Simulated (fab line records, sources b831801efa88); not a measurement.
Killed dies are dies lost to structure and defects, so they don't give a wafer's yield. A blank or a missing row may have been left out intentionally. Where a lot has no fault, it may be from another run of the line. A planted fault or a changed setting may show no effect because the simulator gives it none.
Which tool was responsible? / flow gf180mcu / 13 lots, 39 wafers sampled, at 4 steps of a route of 602

== WHAT EACH GAUGE READ, for each wafer ==
GF_MVSD_OVL_MEAS_07. Usual: for MVSD_OVL the level is 0.3 nm and the standard deviation is 1.5.
lot=L968; measured=day 4 09:29; on=overlay-02; MVSD_OVL (nm)=2.2 2.5 1.5; flag=
lot=L969; measured=day 4 17:13; on=overlay-02; MVSD_OVL (nm)=2.0 -1.4 -0.4; flag=
lot=L970; measured=day 4 22:14; on=overlay-02; MVSD_OVL (nm)=1.0 -0.5 0.6; flag=
lot=L971; measured=day 5 02:34; on=overlay-01; MVSD_OVL (nm)=2.0 0.9 0.2; flag=
lot=L972; measured=day 5 09:32; on=overlay-01; MVSD_OVL (nm)=-1.2 -0.1 -1.3; flag=
lot=L974; measured=day 5 21:53; on=overlay-01; MVSD_OVL (nm)=-0.5 -1.1 -1.9; flag=
lot=L975; measured=day 6 02:31; on=overlay-02; MVSD_OVL (nm)=-1.0 0.2 -0.5; flag=
lot=L980; measured=day 7 08:14; on=overlay-01; MVSD_OVL (nm)=2.9 1.9 4.7; flag=
lot=L982; measured=day 7 18:44; on=overlay-01; MVSD_OVL (nm)=- - -; flag=OFF
lot=L984; measured=day 8 07:19; on=overlay-01; MVSD_OVL (nm)=1.4 -0.8 0.4; flag=
lot=L985; measured=day 8 12:11; on=overlay-02; MVSD_OVL (nm)=- - -; flag=OFF
lot=L986; measured=day 8 18:07; on=overlay-02; MVSD_OVL (nm)=0.8 2.3 2.3; flag=
lot=L987; measured=day 9 00:52; on=overlay-02; MVSD_OVL (nm)=1.5 1.3 0.4; flag=

GF_VT_IMPLANT_OVL_MEAS_07. Usual: for VT_IMPLANT_OVL the level is 0.1 nm and the standard deviation is 1.2.
lot=L968; measured=day 5 14:02; on=overlay-02; VT_IMPLANT_OVL (nm)=1.2 -1.1 0.4; flag=
lot=L969; measured=day 5 22:11; on=overlay-02; VT_IMPLANT_OVL (nm)=0.0 -0.4 -0.4; flag=
lot=L970; measured=day 6 03:59; on=overlay-01; VT_IMPLANT_OVL (nm)=-1.0 -1.8 -1.3; flag=
lot=L971; measured=day 6 08:08; on=overlay-02; VT_IMPLANT_OVL (nm)=-1.6 -2.5 -1.8; flag=
lot=L972; measured=day 6 16:08; on=overlay-02; VT_IMPLANT_OVL (nm)=-0.9 -1.6 1.8; flag=
lot=L974; measured=day 7 03:49; on=overlay-02; VT_IMPLANT_OVL (nm)=1.9 1.5 1.2; flag=
lot=L975; measured=day 7 09:58; on=overlay-01; VT_IMPLANT_OVL (nm)=1.9 0.7 0.1; flag=
lot=L980; measured=day 8 17:25; on=overlay-01; VT_IMPLANT_OVL (nm)=3.4 0.7 1.0; flag=
lot=L982; measured=day 9 04:23; on=overlay-02; VT_IMPLANT_OVL (nm)=-1.1 -0.7 -0.9; flag=
lot=L984; measured=day 9 16:47; on=overlay-01; VT_IMPLANT_OVL (nm)=-0.7 0.5 0.5; flag=
lot=L985; measured=day 9 23:05; on=overlay-01; VT_IMPLANT_OVL (nm)=0.7 0.4 0.9; flag=
lot=L986; measured=day 10 05:44; on=overlay-01; VT_IMPLANT_OVL (nm)=0.2 -0.3 -0.2; flag=
lot=L987; measured=day 10 11:26; on=overlay-02; VT_IMPLANT_OVL (nm)=0.0 0.6 -2.1; flag=

== WHAT TOOL EACH LOT RAN ON (gives the tool, then ch and the chambers of the sampled wafers, and finally the start) ==
lot=L968; GF_DNWELL_STRIP_08=plasma-asher-01 ch 0,1, day 2 18:13; GF_MVSD_DEVELOP_06=litho-track-03 ch 0, day 4 09:00
lot=L969; GF_DNWELL_STRIP_08=plasma-asher-01 ch 0,1, day 2 23:53; GF_MVSD_DEVELOP_06=litho-track-02 ch 0, day 4 17:00
lot=L970; GF_DNWELL_STRIP_08=plasma-asher-01 ch 0,1, day 3 05:22; GF_MVSD_DEVELOP_06=litho-track-04 ch 0, day 4 22:00
lot=L971; GF_DNWELL_STRIP_08=plasma-asher-03 ch 0,1, day 3 09:38; GF_MVSD_DEVELOP_06=litho-track-03 ch 0, day 5 02:00
lot=L972; GF_DNWELL_STRIP_08=plasma-asher-01 ch 0,1, day 3 16:12; GF_MVSD_DEVELOP_06=litho-track-03 ch 0, day 5 09:00
lot=L974; GF_DNWELL_STRIP_08=plasma-asher-03 ch 0,1, day 4 03:13; GF_MVSD_DEVELOP_06=litho-track-04 ch 0, day 5 21:00
lot=L975; GF_DNWELL_STRIP_08=plasma-asher-03 ch 0,1, day 4 07:26; GF_MVSD_DEVELOP_06=litho-track-03 ch 0, day 6 02:00
lot=L980; GF_DNWELL_STRIP_08=plasma-asher-04 ch 1, day 5 10:17; GF_MVSD_DEVELOP_06=litho-track-04 ch 0, day 7 08:00
lot=L982; GF_DNWELL_STRIP_08=plasma-asher-03 ch 0,1, day 5 21:17; GF_MVSD_DEVELOP_06=litho-track-04 ch 0, day 7 18:00
lot=L984; GF_DNWELL_STRIP_08=plasma-asher-03 ch 0,1, day 6 08:04; GF_MVSD_DEVELOP_06=litho-track-02 ch 0, day 8 07:00
lot=L985; GF_DNWELL_STRIP_08=plasma-asher-03 ch 0,1, day 6 12:38; GF_MVSD_DEVELOP_06=litho-track-04 ch 0, day 8 12:00
lot=L986; GF_DNWELL_STRIP_08=plasma-asher-01 ch 0,1, day 6 18:22; GF_MVSD_DEVELOP_06=litho-track-02 ch 0, day 8 17:00
lot=L987; GF_DNWELL_STRIP_08=plasma-asher-03 ch 0,1, day 6 23:40; GF_MVSD_DEVELOP_06=litho-track-03 ch 0, day 9 00:00
- GF_DNWELL_STRIP_08: strips in O2/N2.
- GF_MVSD_DEVELOP_06: develop time 60 s.

== WHAT THE TOOLS THEMSELVES READ (means of the sampled wafers that have a number; where no wafer has one, the mark that the record gives instead) ==
GF_DNWELL_STRIP_08. Usual: drypump-motor-current-A 6.1 A, standard deviation 0.38; heater-power-w 323 W, standard deviation 25; oes-product-au 0.722 a.u., standard deviation 0.0042; strip-time-to-endpoint-s 36.93 s, standard deviation 0.089.
lot=L968; tool=plasma-asher-01; drypump-motor-current-A (A)=6.1; heater-power-w (W)=340; oes-product-au (a.u.)=0.723; strip-time-to-endpoint-s (s)=37.02; flag=
lot=L969; tool=plasma-asher-01; drypump-motor-current-A (A)=6.1; heater-power-w (W)=340; oes-product-au (a.u.)=0.720; strip-time-to-endpoint-s (s)=37.06; flag=
lot=L970; tool=plasma-asher-01; drypump-motor-current-A (A)=6.3; heater-power-w (W)=317; oes-product-au (a.u.)=0.721; strip-time-to-endpoint-s (s)=36.84; flag=
lot=L971; tool=plasma-asher-03; drypump-motor-current-A (A)=6.2; heater-power-w (W)=316; oes-product-au (a.u.)=0.719; strip-time-to-endpoint-s (s)=36.94; flag=
lot=L972; tool=plasma-asher-01; drypump-motor-current-A (A)=6.3; heater-power-w (W)=314; oes-product-au (a.u.)=0.722; strip-time-to-endpoint-s (s)=36.98; flag=
lot=L974; tool=plasma-asher-03; drypump-motor-current-A (A)=6.2; heater-power-w (W)=313; oes-product-au (a.u.)=0.722; strip-time-to-endpoint-s (s)=36.99; flag=
lot=L975; tool=plasma-asher-03; drypump-motor-current-A (A)=6.2; heater-power-w (W)=311; oes-product-au (a.u.)=0.724; strip-time-to-endpoint-s (s)=37.00; flag=
lot=L980; tool=plasma-asher-04; drypump-motor-current-A (A)=5.1; heater-power-w (W)=328; oes-product-au (a.u.)=0.720; strip-time-to-endpoint-s (s)=36.87; flag=
lot=L982; tool=plasma-asher-03; drypump-motor-current-A (A)=6.1; heater-power-w (W)=325; oes-product-au (a.u.)=0.724; strip-time-to-endpoint-s (s)=37.07; flag=
lot=L984; tool=plasma-asher-03; drypump-motor-current-A (A)=6.1; heater-power-w (W)=326; oes-product-au (a.u.)=0.714; strip-time-to-endpoint-s (s)=36.92; flag=
lot=L985; tool=plasma-asher-03; drypump-motor-current-A (A)=6.2; heater-power-w (W)=331; oes-product-au (a.u.)=0.723; strip-time-to-endpoint-s (s)=36.91; flag=
lot=L986; tool=plasma-asher-01; drypump-motor-current-A (A)=6.1; heater-power-w (W)=331; oes-product-au (a.u.)=0.728; strip-time-to-endpoint-s (s)=36.89; flag=
lot=L987; tool=plasma-asher-03; drypump-motor-current-A (A)=6.2; heater-power-w (W)=314; oes-product-au (a.u.)=0.726; strip-time-to-endpoint-s (s)=37.00; flag=

GF_MVSD_DEVELOP_06. Usual: exhaust-pa 44.6 Pa, standard deviation 0.8.
lot=L968; tool=litho-track-03; exhaust-pa (Pa)=43.9; flag=
lot=L969; tool=litho-track-02; exhaust-pa (Pa)=44.5; flag=
lot=L970; tool=litho-track-04; exhaust-pa (Pa)=44.2; flag=
lot=L971; tool=litho-track-03; exhaust-pa (Pa)=44.7; flag=
lot=L972; tool=litho-track-03; exhaust-pa (Pa)=44.6; flag=
lot=L974; tool=litho-track-04; exhaust-pa (Pa)=44.8; flag=
lot=L975; tool=litho-track-03; exhaust-pa (Pa)=43.9; flag=
lot=L980; tool=litho-track-04; exhaust-pa (Pa)=44.6; flag=
lot=L982; tool=litho-track-04; exhaust-pa (Pa)=44.9; flag=
lot=L984; tool=litho-track-02; exhaust-pa (Pa)=43.8; flag=
lot=L985; tool=litho-track-04; exhaust-pa (Pa)=45.4; flag=
lot=L986; tool=litho-track-02; exhaust-pa (Pa)=44.5; flag=
lot=L987; tool=litho-track-03; exhaust-pa (Pa)=44.6; flag=

== THE ANSWER, worked out from the rows above alone ==
Rule: a lot counts as off when the mean over its wafers that have a number is more than 3 standard deviations away from the usual mean. Also off: a lot with no number at a reading for which 4 or more lots have one. Any other lot the step has rows for is counted as sound. The gauges are gone through in route order, then the tools' own readings, and for those a lot's mean is taken as printed above. The first step at which some lot is off is used, and at that step the reading that is off furthest; a lot without a number counts as furthest.
Off: L982, L985, at GF_MVSD_OVL_MEAS_07 (MVSD_OVL). Without a number there: L982, L985.
A tool fits if, at a process step before that reading, it ran every lot that is off, and no sound lot after the first of them. Those tools and the gauges at GF_MVSD_OVL_MEAS_07 are tried in the same way. One fits: litho-track-04 at GF_MVSD_DEVELOP_06. Its last sound lot is L980 (day 7 08:00), its first lot that is off L982 (day 7 18:00): a fault that began between those two fits.

== WHAT THE SIMULATOR HAD INSERTED ==
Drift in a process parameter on litho-track-04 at GF_MVSD_DEVELOP_06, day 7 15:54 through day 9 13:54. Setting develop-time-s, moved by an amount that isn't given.
Struck lots among those shown: L982, L985. The rule given above showed the same thing.
